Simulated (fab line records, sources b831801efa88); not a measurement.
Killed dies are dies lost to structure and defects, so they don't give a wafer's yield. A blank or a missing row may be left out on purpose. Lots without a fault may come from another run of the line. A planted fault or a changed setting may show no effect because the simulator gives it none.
fab line records | flow gf180mcu
record lots=24 wafers=72 last_day=35
route steps=602 shown V2@400 M4@458 V4@481 MIM@513
lots that met no fault: from a run of the same line without faults
start_h: hours from the record's first day to the start of the lot's first wafer shown | wait_h: hours since the lot's step before | " the same as in the row above | L1.1+2: a row that stands for several wafers | - no value, or no start given | * or withheld: withheld | < > ~ a bound
route shown NAME@n: a module of which the file shows steps, and the number in the route of the first | usual: mean/standard deviation of fault-free wafers | same: alike in all rows | chamber/n: place in a boat | sites: the reading at each site | _std_site: their standard deviation | _edge_site: outer sites' mean less inner sites' | radius_mm: how far each site lies from the wafer's centre | mask NAME#n: copy n | behind: the tool/chamber that last shaped the wafer | hold: why the lot was held/for how many hours/how that ended | device: the transistor (n, p or np) that didn't switch | end of line: the same wafers' tests at the end of the route | a step without rows: its recipe alone | killed: dies lost to structure and defects at the first sort, not the wafer's yield | map: a wafer's dies, x killed, . not, _ none there
set.NAME: the setting as run; set.NAME@STEP: as run at that earlier step | model.NAME: the simulator's own value behind a step, which no gauge read
steps of the route over a sample of lots; a table a step, a row a wafer
services: from which hour (start_h, from the record's first day; less than 0 if before it) a tool's chamber was out of use, for how many hours, and why
## steps
# step GF_V2_STRIP_18
# recipe chemistry=O2/N2 power_w=1400 pressure_mtorr=1500 platen_temp_c=250 o2_flow_sccm=3000 n2_flow_sccm=300 overash_fraction=0.5
# usual drypump_motor_current_A=5.5/0.4 heater_power_w=352/34 oes_product_au=0.592/0.005
# columns lot.wafer tool chamber start_h wait_h drypump_motor_current_A heater_power_w oes_product_au rf_hours_counter_h
L074.2 plasma_asher-03 1 469.29 - 4.8 305 0.595 87
L074.4 " 0 " " 6.0 406 0.596 -
L074.6 " 0 " " 6.0 393 0.589 -
L075.1 plasma_asher-02 1 493.07 - 5.9 328 0.596 37
L075.4 " 0 " " 5.6 324 0.591 -
L075.6 " 1 " " 5.9 332 0.591 -
L077.1 plasma_asher-02 1 507.49 - 5.9 332 0.591 38
L077.4 " 1 " " 5.9 326 0.587 -
L077.6 " 1 " " 5.9 332 0.591 -
L076.1 plasma_asher-02 1 512.24 - 5.9 333 0.592 39
L076.5 " 1 " " 5.9 331 0.596 -
L076.6 " 0 " " 5.6 325 0.595 -
L078.1 plasma_asher-02 0 519.34 - 5.6 322 0.597 40
L078.3 " 1 " " 5.9 330 0.586 -
L078.6 " 0 " " 5.6 332 0.590 -
L079.1 plasma_asher-02 1 523.12 - 5.9 328 0.593 40
L079.2 " 0 " " 5.6 325 0.598 40
L079.4 " 1 " " 5.9 331 0.587 -
L080.1 plasma_asher-03 0 538.24 - 6.0 390 0.587 94
L080.2 " 1 " " 4.8 300 0.596 94
L080.4 " 1 " " 4.8 292 0.594 -
L082.1 plasma_asher-04 0 558.24 - 5.0 357 0.594 75
L082.5 " 0 " " 5.1 356 0.588 -
L082.6 " 1 " " 5.6 372 0.599 -
L081.1 plasma_asher-04 0 559.34 - 5.1 358 0.588 75
L081.3 " 1 " " 5.6 380 0.587 -
L081.6 " 1 " " 5.6 394 0.583 -
L084.2 plasma_asher-03 1 562.89 - 4.8 304 0.595 97
L084.4 " 0 " " 6.0 408 0.600 -
L084.6 " 1 " " 4.8 299 0.593 -
L083.4 plasma_asher-03 0 564.58 - 6.0 409 0.585 -
L083.5 " 0 " " 6.0 404 0.587 -
L083.6 " 1 " " 4.8 298 0.593 -
L085.1 plasma_asher-04 0 568.59 - 5.0 365 0.585 77
L085.3 " 0 " " 5.1 352 0.597 -
L085.6 " 0 " " 5.1 360 0.597 -
L086.1 plasma_asher-04 0 583.09 - 5.1 353 0.589 78
L086.3 " 0 " " 5.1 358 0.594 -
L086.5 " 1 " " 5.6 374 0.586 -
L087.2 plasma_asher-04 1 587.14 - 5.6 389 0.590 79
L087.3 " 0 " " 5.1 343 0.585 -
L087.6 " 1 " " 5.6 404 0.601 -
L088.4 plasma_asher-04 1 593.37 - 5.6 388 0.596 -
L088.5 " 0 " " 5.1 359 0.593 -
L088.6 " 1 " " 5.6 386 0.585 -
L089.1 plasma_asher-02 0 604.02 - 5.6 327 0.593 46
L089.2 " 1 " " 5.9 326 0.594 46
L089.3 " 1 " " 5.9 335 0.593 -
L090.1 plasma_asher-03 1 613.37 - 4.8 297 0.598 104
L090.2 " 0 " " 5.9 397 0.593 104
L090.3 " 0 " " 6.0 393 0.596 -
L091.1 plasma_asher-04 0 613.89 - 5.1 360 0.588 82
L091.2 " 1 " " 5.6 379 0.599 82
L091.6 " 0 " " 5.1 352 0.593 -
L092.2 plasma_asher-04 1 632.19 - 5.6 383 0.593 84
L092.3 " 0 " " 5.1 350 0.592 -
L092.4 " 1 " " 5.6 382 0.601 -
L093.2 plasma_asher-02 0 635.27 - 5.6 325 0.600 49
L093.3 " 1 " " 5.9 323 0.593 -
L093.6 " 1 " " 5.9 331 0.590 -
L094.1 plasma_asher-03 0 640.59 - 5.9 399 0.591 107
L094.5 " 1 " " 4.9 301 0.593 -
L094.6 " 0 " " 6.0 403 0.589 -
L095.3 plasma_asher-03 0 650.62 - 6.0 398 0.603 -
L095.5 " 1 " " 4.9 304 0.579 -
L095.6 " 0 " " 6.0 402 0.595 -
L096.3 plasma_asher-04 1 655.95 - 5.6 383 0.596 -
L096.4 " 0 " " 5.1 345 0.593 -
L096.6 " 1 " " 5.6 381 0.583 -
L097.2 plasma_asher-04 1 660.49 - 5.6 396 0.591 87
L097.3 " 0 " " 5.1 363 0.601 -
L097.6 " 1 " " 5.6 388 0.587 -
# step GF_M4_SPUTTER_02
# recipe material=AlCu target_thk_nm=450 power_w=10600 time_s=23.9 chamber_pressure_pa=0.4
# usual throttle_valve_pct=30.5/1.3
# columns lot.wafer tool chamber start_h wait_h throttle_valve_pct
L074.2 pvd_sputter-03 - 522.51 0.0 31.5
L074.4 " - " " 29.0
L074.6 " - " " 29.1
L075.1 pvd_sputter-03 - 544.90 0.0 33.3
L075.4 " - " " 28.8
L075.6 " - " " 29.7
L077.1 pvd_sputter-04 - 557.85 0.0 29.3
L077.4 " - " " 30.4
L077.6 " - " " 28.7
L076.1 pvd_sputter-04 - 563.80 0.0 28.7
L076.5 " - " " 30.4
L076.6 " - " " 30.5
L078.1 pvd_sputter-02 - 569.15 0.0 30.1
L078.3 " - " " 30.4
L078.6 " - " " 31.8
L079.1 pvd_sputter-03 - 573.58 0.0 33.6
L079.2 " - " " 28.7
L079.4 " - " " 31.0
L080.1 pvd_sputter-04 - 588.29 0.0 29.4
L080.2 " - " " 30.9
L080.4 " - " " 30.4
L082.1 pvd_sputter-02 - 607.16 0.0 30.1
L082.5 " - " " 29.8
L082.6 " - " " 31.7
L081.1 pvd_sputter-02 - 608.72 0.0 30.1
L081.3 " - " " 29.8
L081.6 " - " " 32.0
L084.2 pvd_sputter-03 - 611.94 0.0 30.2
L084.4 " - " " 29.0
L084.6 " - " " 28.9
L083.4 pvd_sputter-03 - 612.95 0.0 31.4
L083.5 " - " " 33.3
L083.6 " - " " 31.3
L085.1 pvd_sputter-02 - 616.34 0.0 30.1
L085.3 " - " " 30.0
L085.6 " - " " 31.5
L086.1 pvd_sputter-02 - 630.95 0.0 31.7
L086.3 " - " " 29.8
L086.5 " - " " 30.1
L087.2 pvd_sputter-03 - 635.99 0.0 33.2
L087.3 " - " " 30.2
L087.6 " - " " 29.0
L088.4 pvd_sputter-02 - 641.62 0.0 31.6
L088.5 " - " " 29.5
L088.6 " - " " 29.7
L089.1 pvd_sputter-02 - 650.15 0.0 30.2
L089.2 " - " " 30.3
L089.3 " - " " 31.5
L090.1 pvd_sputter-02 - 660.44 0.0 29.7
L090.2 " - " " 30.0
L090.3 " - " " 30.0
L091.1 pvd_sputter-03 - 660.74 0.0 33.0
L091.2 " - " " 31.4
L091.6 " - " " 29.8
L092.2 pvd_sputter-03 - 678.26 0.0 33.5
L092.3 " - " " 29.7
L092.4 " - " " 31.2
L093.2 pvd_sputter-04 - 679.84 0.0 30.7
L093.3 " - " " 28.8
L093.6 " - " " 28.8
L094.1 pvd_sputter-03 - 685.08 0.0 28.9
L094.5 " - " " 31.2
L094.6 " - " " 29.0
L095.3 pvd_sputter-03 - 692.95 0.0 31.0
L095.5 " - " " 31.2
L095.6 " - " " 33.6
L096.3 pvd_sputter-04 - 699.04 0.0 28.8
L096.4 " - " " 30.2
L096.6 " - " " 30.6
L097.2 pvd_sputter-04 - 703.64 0.0 28.8
L097.3 " - " " 29.3
L097.6 " - " " 29.1
# step GF_M4_CD_MEAS_14
# recipe target_cd_nm=280
# usual cd_nm=279.9/1.1
# columns lot.wafer tool chamber start_h wait_h cd_nm
L074.2 cd_sem-01 - 545.38 0.1 278.8
L074.4 " - " " 280.1
L074.6 " - " " 279.4
L075.1 cd_sem-01 - 567.33 0.1 281.0
L075.4 " - " " 280.8
L075.6 " - " " 281.1
L077.1 cd_sem-02 - 579.85 0.1 280.5
L077.4 " - " " 280.3
L077.6 " - " " 280.3
L076.1 cd_sem-01 - 585.96 0.1 279.1
L076.5 " - " " 280.0
L076.6 " - " " 279.6
L078.1 cd_sem-02 - 590.70 0.1 279.8
L078.3 " - " " 280.2
L078.6 " - " " 279.7
L079.1 cd_sem-01 - 596.00 0.1 280.9
L079.2 " - " " 281.2
L079.4 " - " " 281.6
L080.1 cd_sem-02 - 610.95 0.1 279.5
L080.2 " - " " 278.6
L080.4 " - " " 278.0
L082.1 cd_sem-01 - 628.46 0.1 281.5
L082.5 " - " " 280.4
L082.6 " - " " 281.5
L081.1 cd_sem-02 - 630.68 0.1 279.1
L081.3 " - " " 278.1
L081.6 " - " " 278.4
L084.2 cd_sem-01 - 633.32 0.2 281.0
L084.4 " - " " 281.1
L084.6 " - " " 280.5
L083.4 cd_sem-02 - 634.62 0.1 277.6
L083.5 " - " " 278.3
L083.6 " - " " 277.7
L085.1 cd_sem-01 - 637.80 0.1 279.3
L085.3 " - " " 278.9
L085.6 " - " " 278.1
L086.1 cd_sem-02 - 651.41 0.1 281.1
L086.3 " - " " 280.8
L086.5 " - " " 280.7
L087.2 cd_sem-02 - 656.67 0.1 279.9
L087.3 " - " " 280.4
L087.6 " - " " 279.0
L088.4 cd_sem-01 - 662.12 0.1 279.2
L088.5 " - " " 278.8
L088.6 " - " " 279.1
L089.1 cd_sem-02 - 670.20 0.1 280.3
L089.2 " - " " 280.3
L089.3 " - " " 280.6
L090.1 cd_sem-01 - 680.36 0.1 279.4
L090.2 " - " " 280.0
L090.3 " - " " 281.1
L091.1 cd_sem-01 - 681.00 0.1 278.9
L091.2 " - " " 279.4
L091.6 " - " " 278.8
L092.2 cd_sem-01 - 697.07 0.1 280.5
L092.3 " - " " 280.5
L092.4 " - " " 281.6
L093.2 cd_sem-02 - 699.72 0.1 278.9
L093.3 " - " " 279.7
L093.6 " - " " 280.0
L094.1 cd_sem-01 - 703.70 0.1 279.9
L094.5 " - " " 279.4
L094.6 " - " " 280.0
L095.3 cd_sem-01 - 711.39 0.1 281.9
L095.5 " - " " 280.9
L095.6 " - " " 281.1
L096.3 cd_sem-02 - 717.64 0.1 279.1
L096.4 " - " " 278.7
L096.6 " - " " 279.4
L097.2 cd_sem-02 - 722.37 0.1 280.3
L097.3 " - " " 280.4
L097.6 " - " " 280.8
# step GF_M4_METAL_ETCH_16
# recipe chemistry=Cl2/BCl3 mask_material=KrF target_depth_nm=750.8 stop_on=SiO2 pressure_mtorr=8 icp_w=800 bias_w=140 Cl2_flow_sccm=80 bcl3_flow_sccm=40 time_s=125.1
# usual drypump_motor_current_A=6.1/0.4 mfc_cl2_sccm=80.00/0.23 oes_product_au=0.989/0.0063 throttle_valve_pct=28.232/0.011
# columns lot.wafer tool chamber start_h wait_h drypump_motor_current_A mfc_cl2_sccm oes_product_au rf_hours_counter_h throttle_valve_pct
L074.2 rie_metal-01 1 545.51 0.0 6.2 80.02 0.991 10 28.245
L074.4 " 0 " " 6.8 80.56 0.993 - 28.232
L074.6 " 0 " " 6.7 80.28 0.990 - 28.228
L075.1 rie_metal-02 0 567.49 0.0 5.8 79.85 0.987 13 28.230
L075.4 " 0 " " 5.8 79.61 0.987 - 28.245
L075.6 " 0 " " 5.8 79.83 0.985 - 28.222
L077.1 rie_metal-02 0 580.01 0.0 5.8 80.06 0.998 13 28.238
L077.4 " 0 " " 5.8 80.11 0.990 - 28.228
L077.6 " 1 " " 6.1 79.91 0.985 - 28.243
L076.1 rie_metal-02 1 586.11 0.0 6.1 80.09 0.995 0 28.221
L076.5 " 1 " " 6.1 80.07 0.990 - 28.233
L076.6 " 0 " " 5.8 79.64 0.994 - 28.236
L078.1 rie_metal-01 0 590.86 0.0 6.7 79.77 0.993 8 28.216
L078.3 " 0 " " 6.8 79.91 0.993 - 28.223
L078.6 " 0 " " 6.7 79.71 0.991 - 28.222
L079.1 rie_metal-02 1 596.16 0.0 6.1 80.12 0.985 1 28.223
L079.2 " 0 " " 5.8 79.94 0.995 14 28.239
L079.4 " 0 " " 5.8 79.80 0.995 - 28.230
L080.1 rie_metal-01 1 611.11 0.0 6.2 80.18 0.992 12 28.240
L080.2 " 0 " " 6.7 79.94 0.984 8 28.220
L080.4 " 1 " " 6.2 80.36 0.989 - 28.230
L082.1 rie_metal-04 1 628.61 0.0 6.0 79.69 0.972 4 28.247
L082.5 " 1 " " 6.0 79.79 0.982 - 28.235
L082.6 " 1 " " 6.0 79.86 0.997 - 28.238
L081.1 rie_metal-01 1 630.84 0.0 6.2 79.98 0.985 13 28.230
L081.3 " 0 " " 6.7 80.39 0.982 - 28.235
L081.6 " 0 " " 6.7 80.34 0.989 - 28.241
L084.2 rie_metal-02 1 633.50 0.1 6.1 80.19 0.981 - 28.241
L084.4 " 1 " " 6.1 80.49 0.983 - 28.225
L084.6 " 1 " " 6.1 80.02 0.992 - 28.218
L083.4 rie_metal-01 1 634.76 0.1 6.2 79.62 0.990 - 28.243
L083.5 " 1 " " 6.2 79.97 0.992 - 28.233
L083.6 " 0 " " 6.7 80.45 0.991 - 28.226
L085.1 rie_metal-04 1 637.96 0.0 6.0 79.78 0.981 5 28.254
L085.3 " 1 " " 6.0 79.95 0.974 - 28.256
L085.6 " 1 " " 6.0 79.98 0.978 - 28.231
L086.1 rie_metal-02 0 651.56 0.0 5.8 80.07 0.998 0 28.210
L086.3 " 0 " " 5.8 79.93 0.994 - 28.208
L086.5 " 0 " " 5.8 80.14 0.999 - 28.241
L087.2 rie_metal-01 0 656.85 0.1 6.7 80.16 0.991 - 28.234
L087.3 " 0 " " 6.7 80.10 0.981 - 28.234
L087.6 " 0 " " 6.7 80.33 0.986 - 28.231
L088.4 rie_metal-01 1 662.26 0.1 6.1 79.84 0.995 - 28.216
L088.5 " 0 " " 6.7 79.91 0.996 - 28.222
L088.6 " 1 " " 6.2 80.20 0.996 - 28.222
L089.1 rie_metal-01 1 670.36 0.0 6.2 79.61 0.994 0 28.230
L089.2 " 0 " " 6.7 80.20 0.986 11 28.234
L089.3 " 1 " " 6.1 79.91 1.003 - 28.228
L090.1 rie_metal-01 0 680.51 0.0 6.7 80.27 0.981 12 28.225
L090.2 " 1 " " 6.2 80.27 0.999 1 28.216
L090.3 " 0 " " 6.7 79.70 0.984 - 28.220
L091.1 rie_metal-04 1 681.16 0.0 6.0 80.10 0.982 5 28.232
L091.2 " 0 " " 5.4 79.78 0.990 2 28.229
L091.6 " 1 " " 6.0 80.02 0.974 - 28.247
L092.2 rie_metal-04 1 697.21 0.0 6.0 79.99 0.983 6 28.238
L092.3 " 1 " " 6.0 79.82 0.979 - 28.256
L092.4 " 0 " " 5.4 80.16 0.991 - 28.240
L093.2 rie_metal-02 1 699.86 0.0 6.1 79.51 0.991 5 28.237
L093.3 " 1 " " 6.1 80.01 0.992 - 28.223
L093.6 " 0 " " 5.8 80.11 0.993 - 28.222
L094.1 rie_metal-01 0 703.86 0.0 6.7 79.56 0.985 12 28.225
L094.5 " 1 " " 6.2 79.89 0.994 - 28.207
L094.6 " 0 " " 6.7 79.56 0.983 - 28.244
L095.3 rie_metal-01 0 711.55 0.1 6.7 79.46 0.997 - 28.234
L095.5 " 0 " " 6.7 79.77 0.991 - 28.224
L095.6 " 1 " " 6.2 79.96 0.996 - 28.222
L096.3 rie_metal-04 0 717.80 0.1 5.4 80.42 0.991 - 28.216
L096.4 " 1 " " 6.0 80.33 0.981 - 28.227
L096.6 " 0 " " 5.4 79.95 0.992 - 28.226
L097.2 rie_metal-02 0 722.51 0.0 5.8 80.00 0.991 4 28.229
L097.3 " 1 " " 6.1 80.08 0.988 - 28.239
L097.6 " 1 " " 6.1 80.19 0.997 - 28.227
# step GF_V4_BOW_MEAS_05
# recipe mode=bow
# usual V4_BOW=136/8.6
# columns lot.wafer tool chamber start_h wait_h V4_BOW[um]
L074.2 film_metro-03 - 546.77 0.3 138
L074.4 " - " " 140
L074.6 " - " " 136
L075.1 film_metro-03 - 568.85 0.2 141
L075.4 " - " " 131
L075.6 " - " " 139
L077.1 film_metro-01 - 581.23 0.1 146
L077.4 " - " " 124
L077.6 " - " " 154
L076.1 film_metro-01 - 587.34 0.1 132
L076.5 " - " " 152
L076.6 " - " " 149
L078.1 film_metro-04 - 592.15 0.2 132
L078.3 " - " " 128
L078.6 " - " " 143
L079.1 film_metro-03 - 597.42 0.2 139
L079.2 " - " " 128
L079.4 " - " " 158
L080.1 film_metro-03 - 612.33 0.2 152
L080.2 " - " " 158
L080.4 " - " " 150
L082.1 film_metro-04 - 630.03 0.2 141
L082.5 " - " " 127
L082.6 " - " " 123
L081.1 film_metro-04 - 632.12 0.3 142
L081.3 " - " " 135
L081.6 " - " " 137
L084.2 film_metro-04 - 634.83 0.2 116
L084.4 " - " " 133
L084.6 " - " " 131
L083.4 film_metro-03 - 636.01 0.3 134
L083.5 " - " " 139
L083.6 " - " " 132
L085.1 film_metro-01 - 639.22 0.2 121
L085.3 " - " " 128
L085.6 " - " " 139
L086.1 film_metro-01 - 652.92 0.2 118
L086.3 " - " " 135
L086.5 " - " " 136
L087.2 film_metro-04 - 658.18 0.1 139
L087.3 " - " " 139
L087.6 " - " " 155
L088.4 film_metro-03 - 663.50 0.2 140
L088.5 " - " " 145
L088.6 " - " " 128
L089.1 film_metro-04 - 671.58 0.1 132
L089.2 " - " " 137
L089.3 " - " " 139
L090.1 film_metro-03 - 681.86 0.1 145
L090.2 " - " " 140
L090.3 " - " " 132
L091.1 film_metro-03 - 682.72 0.1 139
L091.2 " - " " 136
L091.6 " - " " 143
L092.2 film_metro-04 - 698.46 0.2 132
L092.3 " - " " 145
L092.4 " - " " 139
L093.2 film_metro-03 - 701.10 0.3 140
L093.3 " - " " 138
L093.6 " - " " 124
L094.1 film_metro-01 - 705.08 0.1 139
L094.5 " - " " 131
L094.6 " - " " 122
L095.3 film_metro-04 - 712.80 0.1 143
L095.5 " - " " 130
L095.6 " - " " 123
L096.3 film_metro-03 - 719.04 0.2 132
L096.4 " - " " 123
L096.6 " - " " 141
L097.2 film_metro-03 - 723.75 0.2 130
L097.3 " - " " 140
L097.6 " - " " 128
# step GF_MIM_RS_MEAS_10
# recipe thk_meas_gauge=four-point-probe reads=TiN_of_MIM_SPUTTER_09+AlCu_of_MIM_SPUTTER_08+TiN_of_MIM_SPUTTER_07
# usual MIM_ALCU_RS=0.1600/0.0017
# columns lot.wafer tool chamber start_h wait_h MIM_ALCU_RS[ohm/sq]
L074.2 film_metro-03 - 571.63 0.0 0.1594
L074.4 " - " " 0.1584
L074.6 " - " " 0.1584
L075.1 film_metro-04 - 592.88 0.0 0.1598
L075.4 " - " " 0.1599
L075.6 " - " " 0.1606
L077.1 film_metro-03 - 605.31 0.0 0.1608
L077.4 " - " " 0.1631
L077.6 " - " " 0.1617
L076.1 film_metro-02 - 611.73 0.0 0.1596
L076.5 " - " " 0.1606
L076.6 " - " " 0.1599
L078.1 film_metro-04 - 615.88 0.0 0.1612
L078.3 " - " " 0.1612
L078.6 " - " " 0.1617
L079.1 film_metro-02 - 621.78 0.0 0.1582
L079.2 " - " " 0.1594
L079.4 " - " " 0.1595
L080.1 film_metro-02 - 635.59 0.0 0.1608
L080.2 " - " " 0.1581
L080.4 " - " " 0.1605
L082.1 film_metro-04 - 652.97 0.0 0.1559
L082.5 " - " " 0.1576
L082.6 " - " " 0.1566
L081.1 film_metro-03 - 654.91 0.0 0.1603
L081.3 " - " " 0.1583
L081.6 " - " " 0.1598
L084.2 film_metro-03 - 657.59 0.0 0.1579
L084.4 " - " " 0.1579
L084.6 " - " " 0.1580
L083.4 film_metro-03 - 658.93 0.1 0.1588
L083.5 " - " " 0.1596
L083.6 " - " " 0.1602
L085.1 film_metro-03 - 662.11 0.0 0.1609
L085.3 " - " " 0.1603
L085.6 " - " " 0.1613
L086.1 film_metro-04 - 674.43 0.0 0.1608
L086.3 " - " " 0.1617
L086.5 " - " " 0.1620
L087.2 film_metro-02 - 680.48 0.0 0.1599
L087.3 " - " " 0.1602
L087.6 " - " " 0.1575
L088.4 film_metro-03 - 685.29 0.1 0.1600
L088.5 " - " " 0.1601
L088.6 " - " " 0.1615
L089.1 film_metro-03 - 692.95 0.0 0.1612
L089.2 " - " " 0.1618
L089.3 " - " " 0.1610
L090.1 film_metro-03 - 703.13 0.0 0.1590
L090.2 " - " " 0.1601
L090.3 " - " " 0.1607
L091.1 film_metro-04 - 703.91 0.0 0.1596
L091.2 " - " " 0.1614
L091.6 " - " " 0.1609
L092.2 film_metro-03 - 719.50 0.0 0.1612
L092.3 " - " " 0.1626
L092.4 " - " " 0.1612
L093.2 film_metro-02 - 722.16 0.0 0.1599
L093.3 " - " " 0.1596
L093.6 " - " " 0.1579
L094.1 film_metro-02 - 725.96 0.0 0.1593
L094.5 " - " " 0.1595
L094.6 " - " " 0.1600
L095.3 film_metro-03 - 733.08 0.1 0.1598
L095.5 " - " " 0.1586
L095.6 " - " " 0.1603
L096.3 film_metro-04 - 738.54 0.1 0.1597
L096.4 " - " " 0.1608
L096.6 " - " " 0.1583
L097.2 film_metro-03 - 744.02 0.0 0.1635
L097.3 " - " " 0.1649
L097.6 " - " " 0.1645
## services
# columns tool chamber start_h hours kind
rie_metal-02 1 458.19 19.1 repair
plasma_asher-03 - 476.98 0.5 repair
rie_metal-02 - 482.45 0.4 repair
rie_metal-02 - 491.17 0.9 repair
plasma_asher-02 - 503.16 0.6 repair
pvd_sputter-03 - 526.60 4.3 repair
rie_metal-02 1 535.86 5.5 repair
pvd_sputter-02 - 538.43 3.1 repair
plasma_asher-04 - 539.74 4.3 pm
pvd_sputter-02 - 540.88 0.7 repair
plasma_asher-04 - 544.45 4.0 pm
pvd_sputter-02 - 547.45 12.8 repair
pvd_sputter-03 - 556.24 15.3 repair
rie_metal-02 0 557.05 7.2 repair
plasma_asher-02 - 557.85 31.1 repair
plasma_asher-02 - 577.76 2.8 repair
pvd_sputter-04 - 604.02 46.8 repair
pvd_sputter-02 - 628.19 1.6 repair
rie_metal-02 1 634.89 17.8 repair
pvd_sputter-02 - 651.07 2.7 repair
pvd_sputter-02 - 706.57 2.4 repair
pvd_sputter-03 - 706.87 6.7 repair
plasma_asher-03 - 719.21 15.6 pm
rie_metal-01 - 719.42 2.8 pm
## key
fault none
